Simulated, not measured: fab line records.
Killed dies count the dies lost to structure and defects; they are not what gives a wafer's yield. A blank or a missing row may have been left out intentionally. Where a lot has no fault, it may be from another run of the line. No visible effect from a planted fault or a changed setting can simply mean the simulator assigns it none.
The tool behind it: which one? || flow gf180mcu || Sampling: 12 lots, 36 wafers, 6 of 602 route steps

WHAT EACH GAUGE READ, for each wafer
GF_V2_OVL_MEAS_15. Usual: V2_OVL 1 nm, standard deviation 5.9.
{"lot": "L154", "measured": "day 20 04:52", "on": "overlay-02", "V2_OVL (nm)": "10 13 6", "flag": ""}
{"lot": "L155", "measured": "day 20 08:46", "on": "overlay-01", "V2_OVL (nm)": "-8 -6 -10", "flag": ""}
{"lot": "L156", "measured": "day 21 01:34", "on": "overlay-01", "V2_OVL (nm)": "-3 0 3", "flag": ""}
{"lot": "L157", "measured": "day 21 12:41", "on": "overlay-02", "V2_OVL (nm)": "0 10 7", "flag": ""}
{"lot": "L160", "measured": "day 22 12:58", "on": "overlay-02", "V2_OVL (nm)": "5 1 0", "flag": ""}
{"lot": "L161", "measured": "day 22 21:52", "on": "overlay-01", "V2_OVL (nm)": "-1 -5 1", "flag": ""}
{"lot": "L168", "measured": "day 25 12:52", "on": "overlay-01", "V2_OVL (nm)": "6 6 10", "flag": ""}
{"lot": "L171", "measured": "day 26 12:40", "on": "overlay-01", "V2_OVL (nm)": "9 5 9", "flag": ""}
{"lot": "L172", "measured": "day 26 17:43", "on": "overlay-02", "V2_OVL (nm)": "-2 0 2", "flag": ""}
{"lot": "L173", "measured": "day 27 01:22", "on": "overlay-01", "V2_OVL (nm)": "4 9 0", "flag": ""}
{"lot": "L175", "measured": "day 27 17:02", "on": "overlay-01", "V2_OVL (nm)": "-2 -3 -1", "flag": ""}
{"lot": "L177", "measured": "day 27 23:44", "on": "overlay-02", "V2_OVL (nm)": "4 7 4", "flag": ""}

GF_V2_RS_MEAS_24: a four-point-probe measurement. Usual: V2_W_RS 0.328 ohm/sq, standard deviation 0.0037.
{"lot": "L154", "measured": "day 20 05:47", "on": "film metro-02", "V2_W_RS (ohm/sq)": "0.327 0.321 0.325", "flag": ""}
{"lot": "L155", "measured": "day 20 09:43", "on": "film metro-03", "V2_W_RS (ohm/sq)": "0.325 0.326 0.323", "flag": ""}
{"lot": "L156", "measured": "day 21 02:29", "on": "film metro-03", "V2_W_RS (ohm/sq)": "0.324 0.322 0.322", "flag": ""}
{"lot": "L157", "measured": "day 21 13:38", "on": "film metro-02", "V2_W_RS (ohm/sq)": "0.326 0.329 0.333", "flag": ""}
{"lot": "L160", "measured": "day 22 13:55", "on": "film metro-03", "V2_W_RS (ohm/sq)": "0.311 0.309 0.310", "flag": "OFF"}
{"lot": "L161", "measured": "day 22 22:50", "on": "film metro-04", "V2_W_RS (ohm/sq)": "0.310 0.313 0.309", "flag": "OFF"}
{"lot": "L168", "measured": "day 25 13:47", "on": "film metro-04", "V2_W_RS (ohm/sq)": "0.328 0.327 0.328", "flag": ""}
{"lot": "L171", "measured": "day 26 13:36", "on": "film metro-04", "V2_W_RS (ohm/sq)": "0.325 0.323 0.327", "flag": ""}
{"lot": "L172", "measured": "day 26 18:40", "on": "film metro-02", "V2_W_RS (ohm/sq)": "0.329 0.321 0.327", "flag": ""}
{"lot": "L173", "measured": "day 27 02:21", "on": "film metro-02", "V2_W_RS (ohm/sq)": "0.331 0.329 0.331", "flag": ""}
{"lot": "L175", "measured": "day 27 17:56", "on": "film metro-02", "V2_W_RS (ohm/sq)": "0.328 0.330 0.326", "flag": ""}
{"lot": "L177", "measured": "day 28 00:38", "on": "film metro-04", "V2_W_RS (ohm/sq)": "0.324 0.323 0.334", "flag": ""}

GF_V2_THK_MEAS_25: measures by xrf. Usual: V2_W_THK 344 nm, standard deviation 5.7.
{"lot": "L154", "measured": "day 20 05:55", "on": "film metro-02", "V2_W_THK (nm)": "337 343 341", "flag": ""}
{"lot": "L155", "measured": "day 20 09:49", "on": "film metro-03", "V2_W_THK (nm)": "354 349 356", "flag": ""}
{"lot": "L156", "measured": "day 21 02:36", "on": "film metro-03", "V2_W_THK (nm)": "349 353 350", "flag": ""}
{"lot": "L157", "measured": "day 21 13:46", "on": "film metro-02", "V2_W_THK (nm)": "342 338 335", "flag": ""}
{"lot": "L160", "measured": "day 22 14:02", "on": "film metro-03", "V2_W_THK (nm)": "363 368 365", "flag": "OFF"}
{"lot": "L161", "measured": "day 22 22:56", "on": "film metro-04", "V2_W_THK (nm)": "365 360 366", "flag": "OFF"}
{"lot": "L168", "measured": "day 25 13:54", "on": "film metro-04", "V2_W_THK (nm)": "346 346 345", "flag": ""}
{"lot": "L171", "measured": "day 26 13:43", "on": "film metro-04", "V2_W_THK (nm)": "349 350 344", "flag": ""}
{"lot": "L172", "measured": "day 26 18:47", "on": "film metro-02", "V2_W_THK (nm)": "341 347 343", "flag": ""}
{"lot": "L173", "measured": "day 27 02:28", "on": "film metro-02", "V2_W_THK (nm)": "335 338 337", "flag": ""}
{"lot": "L175", "measured": "day 27 18:04", "on": "film metro-02", "V2_W_THK (nm)": "340 340 343", "flag": ""}
{"lot": "L177", "measured": "day 28 00:46", "on": "film metro-04", "V2_W_THK (nm)": "352 354 341", "flag": ""}

EACH LOT AND THE TOOL THAT RAN IT (in order: tool; ch and the chambers of the sampled wafers; start)
{"lot": "L154", "GF_V2_CVD_02": "pecvd-04 ch 0,1,2, day 19 03:33", "GF_V2_CMP_04": "cmp-02 ch 0,1,2, day 19 03:41", "GF_V2_CVD_23": "cvd w-02 ch 0,1, day 20 05:41"}
{"lot": "L155", "GF_V2_CVD_02": "pecvd-01 ch 0,1,2, day 19 07:58", "GF_V2_CMP_04": "cmp-02 ch 0,3, day 19 08:07", "GF_V2_CVD_23": "cvd w-01 ch 0,1, day 20 09:35"}
{"lot": "L156", "GF_V2_CVD_02": "pecvd-02 ch 0,2, day 20 01:13", "GF_V2_CMP_04": "cmp-02 ch 1,2,3, day 20 01:24", "GF_V2_CVD_23": "cvd w-02 ch 0,1, day 21 02:22"}
{"lot": "L157", "GF_V2_CVD_02": "pecvd-02 ch 0,1, day 20 11:40", "GF_V2_CMP_04": "cmp-02 ch 0,1,2, day 20 11:48", "GF_V2_CVD_23": "cvd w-01 ch 0,1, day 21 13:29"}
{"lot": "L160", "GF_V2_CVD_02": "pecvd-02 ch 0,1,2, day 21 11:20", "GF_V2_CMP_04": "cmp-02 ch 0,1,3, day 21 12:58", "GF_V2_CVD_23": "cvd w-01 ch 0,1, day 22 13:47"}
{"lot": "L161", "GF_V2_CVD_02": "pecvd-01 ch 0,2, day 21 22:05", "GF_V2_CMP_04": "cmp-01 ch 1,2,3, day 21 22:16", "GF_V2_CVD_23": "cvd w-01 ch 0,1, day 22 22:43"}
{"lot": "L168", "GF_V2_CVD_02": "pecvd-02 ch 0,1,2, day 24 14:50", "GF_V2_CMP_04": "cmp-01 ch 0,2,3, day 24 15:01", "GF_V2_CVD_23": "cvd w-02 ch 0,1, day 25 13:40"}
{"lot": "L171", "GF_V2_CVD_02": "pecvd-04 ch 0,1, day 25 14:38", "GF_V2_CMP_04": "cmp-01 ch 1,2, day 25 14:46", "GF_V2_CVD_23": "cvd w-01 ch 0,1, day 26 13:28"}
{"lot": "L172", "GF_V2_CVD_02": "pecvd-04 ch 0,2, day 25 20:19", "GF_V2_CMP_04": "cmp-02 ch 1,2,3, day 25 20:27", "GF_V2_CVD_23": "cvd w-01 ch 0,1, day 26 18:33"}
{"lot": "L173", "GF_V2_CVD_02": "pecvd-02 ch 0,2, day 26 03:45", "GF_V2_CMP_04": "cmp-02 ch 0,1,2, day 26 03:59", "GF_V2_CVD_23": "cvd w-02 ch 1, day 27 02:14"}
{"lot": "L175", "GF_V2_CVD_02": "pecvd-02 ch 1,2, day 26 20:34", "GF_V2_CMP_04": "cmp-01 ch 0,2,3, day 26 20:45", "GF_V2_CVD_23": "cvd w-01 ch 0,1, day 27 17:50"}
{"lot": "L177", "GF_V2_CVD_02": "pecvd-01 ch 0,1, day 27 02:35", "GF_V2_CMP_04": "cmp-01 ch 1,2,3, day 27 02:56", "GF_V2_CVD_23": "cvd w-01 ch 0,1, day 28 00:32"}
- GF_V2_CVD_02: deposits SiO2 from TEOS, target thk 850 nm, time 94.851 s.
- GF_V2_CMP_04: polishes SiO2.
- GF_V2_CVD_23: deposits W, target thk 350 nm, time 104.94 s.

WHAT THE TOOLS THEMSELVES READ (means of the sampled wafers that have a number; where no wafer has one, the mark that the record gives instead)
GF_V2_CVD_02. Usual: heater power w 654 W, standard deviation 80; rf fwd power W 596.4 W, standard deviation 2.2.
{"lot": "L154", "tool": "pecvd-04", "heater power w (W)": 680, "rf fwd power W (W)": 596.1, "flag": ""}
{"lot": "L155", "tool": "pecvd-01", "heater power w (W)": 603, "rf fwd power W (W)": 595.1, "flag": ""}
{"lot": "L156", "tool": "pecvd-02", "heater power w (W)": 643, "rf fwd power W (W)": 598.8, "flag": ""}
{"lot": "L157", "tool": "pecvd-02", "heater power w (W)": 658, "rf fwd power W (W)": 593.9, "flag": ""}
{"lot": "L160", "tool": "pecvd-02", "heater power w (W)": 642, "rf fwd power W (W)": 595.8, "flag": ""}
{"lot": "L161", "tool": "pecvd-01", "heater power w (W)": 694, "rf fwd power W (W)": 594.2, "flag": ""}
{"lot": "L168", "tool": "pecvd-02", "heater power w (W)": 661, "rf fwd power W (W)": 595.9, "flag": ""}
{"lot": "L171", "tool": "pecvd-04", "heater power w (W)": 608, "rf fwd power W (W)": 598.5, "flag": ""}
{"lot": "L172", "tool": "pecvd-04", "heater power w (W)": 706, "rf fwd power W (W)": 597.8, "flag": ""}
{"lot": "L173", "tool": "pecvd-02", "heater power w (W)": 658, "rf fwd power W (W)": 596.6, "flag": ""}
{"lot": "L175", "tool": "pecvd-02", "heater power w (W)": 613, "rf fwd power W (W)": 596.3, "flag": ""}
{"lot": "L177", "tool": "pecvd-01", "heater power w (W)": 617, "rf fwd power W (W)": 593.0, "flag": ""}

GF_V2_CMP_04. Usual: motor current A 12.8 A, standard deviation 1.5; time to endpoint s 78 s, standard deviation 7.3.
{"lot": "L154", "tool": "cmp-02", "motor current A (A)": 12.4, "time to endpoint s (s)": 73, "flag": ""}
{"lot": "L155", "tool": "cmp-02", "motor current A (A)": 12.7, "time to endpoint s (s)": 76, "flag": ""}
{"lot": "L156", "tool": "cmp-02", "motor current A (A)": 12.2, "time to endpoint s (s)": 77, "flag": ""}
{"lot": "L157", "tool": "cmp-02", "motor current A (A)": 12.6, "time to endpoint s (s)": 74, "flag": ""}
{"lot": "L160", "tool": "cmp-02", "motor current A (A)": 12.2, "time to endpoint s (s)": 72, "flag": ""}
{"lot": "L161", "tool": "cmp-01", "motor current A (A)": 14.0, "time to endpoint s (s)": 82, "flag": ""}
{"lot": "L168", "tool": "cmp-01", "motor current A (A)": 13.6, "time to endpoint s (s)": 87, "flag": ""}
{"lot": "L171", "tool": "cmp-01", "motor current A (A)": 12.5, "time to endpoint s (s)": 71, "flag": ""}
{"lot": "L172", "tool": "cmp-02", "motor current A (A)": 11.9, "time to endpoint s (s)": 73, "flag": ""}
{"lot": "L173", "tool": "cmp-02", "motor current A (A)": 12.5, "time to endpoint s (s)": 73, "flag": ""}
{"lot": "L175", "tool": "cmp-01", "motor current A (A)": 13.7, "time to endpoint s (s)": 74, "flag": ""}
{"lot": "L177", "tool": "cmp-01", "motor current A (A)": 13.8, "time to endpoint s (s)": 75, "flag": ""}

GF_V2_CVD_23. Usual: chamber pressure Torr 39.99 Torr, standard deviation 0.085; heater power w 827 W, standard deviation 110.
{"lot": "L154", "tool": "cvd w-02", "chamber pressure Torr (Torr)": 39.96, "heater power w (W)": 785, "flag": ""}
{"lot": "L155", "tool": "cvd w-01", "chamber pressure Torr (Torr)": 40.06, "heater power w (W)": 883, "flag": ""}
{"lot": "L156", "tool": "cvd w-02", "chamber pressure Torr (Torr)": 39.98, "heater power w (W)": 792, "flag": ""}
{"lot": "L157", "tool": "cvd w-01", "chamber pressure Torr (Torr)": 39.98, "heater power w (W)": 880, "flag": ""}
{"lot": "L160", "tool": "cvd w-01", "chamber pressure Torr (Torr)": 44.85, "heater power w (W)": 886, "flag": "OFF"}
{"lot": "L161", "tool": "cvd w-01", "chamber pressure Torr (Torr)": 44.75, "heater power w (W)": 930, "flag": "OFF"}
{"lot": "L168", "tool": "cvd w-02", "chamber pressure Torr (Torr)": 39.96, "heater power w (W)": 738, "flag": ""}
{"lot": "L171", "tool": "cvd w-01", "chamber pressure Torr (Torr)": 40.12, "heater power w (W)": 950, "flag": ""}
{"lot": "L172", "tool": "cvd w-01", "chamber pressure Torr (Torr)": 39.93, "heater power w (W)": 896, "flag": ""}
{"lot": "L173", "tool": "cvd w-02", "chamber pressure Torr (Torr)": 40.00, "heater power w (W)": 859, "flag": ""}
{"lot": "L175", "tool": "cvd w-01", "chamber pressure Torr (Torr)": 40.02, "heater power w (W)": 932, "flag": ""}
{"lot": "L177", "tool": "cvd w-01", "chamber pressure Torr (Torr)": 40.05, "heater power w (W)": 938, "flag": ""}

THE ANSWER, worked out from the rows above alone
Rule: lot off if the mean of its wafers having a number is beyond 3 standard deviations from the usual mean. Also off: a lot with no number at a reading for which 4 or more lots have one. Where the step has rows for the other lots, those lots are counted as sound. The gauges are gone through in route order, then the tools' own readings, and for those a lot's mean is taken as printed above. At the first step where some lot is off, the reading lying furthest off is the one used; lots without a number count as furthest.
Off: at GF_V2_RS_MEAS_24 (V2_W_RS), L160, L161.
A tool fits if, at a process step before that reading, it ran every lot that is off, and no sound lot after the first of them. Not tried: the gauges at GF_V2_RS_MEAS_24; whatever is off there is also off at GF_V2_CVD_23, on other tools, and gauge error can't account for it. Of those tried, none fits.

WHAT HAD BEEN PUT IN BY THE SIMULATOR
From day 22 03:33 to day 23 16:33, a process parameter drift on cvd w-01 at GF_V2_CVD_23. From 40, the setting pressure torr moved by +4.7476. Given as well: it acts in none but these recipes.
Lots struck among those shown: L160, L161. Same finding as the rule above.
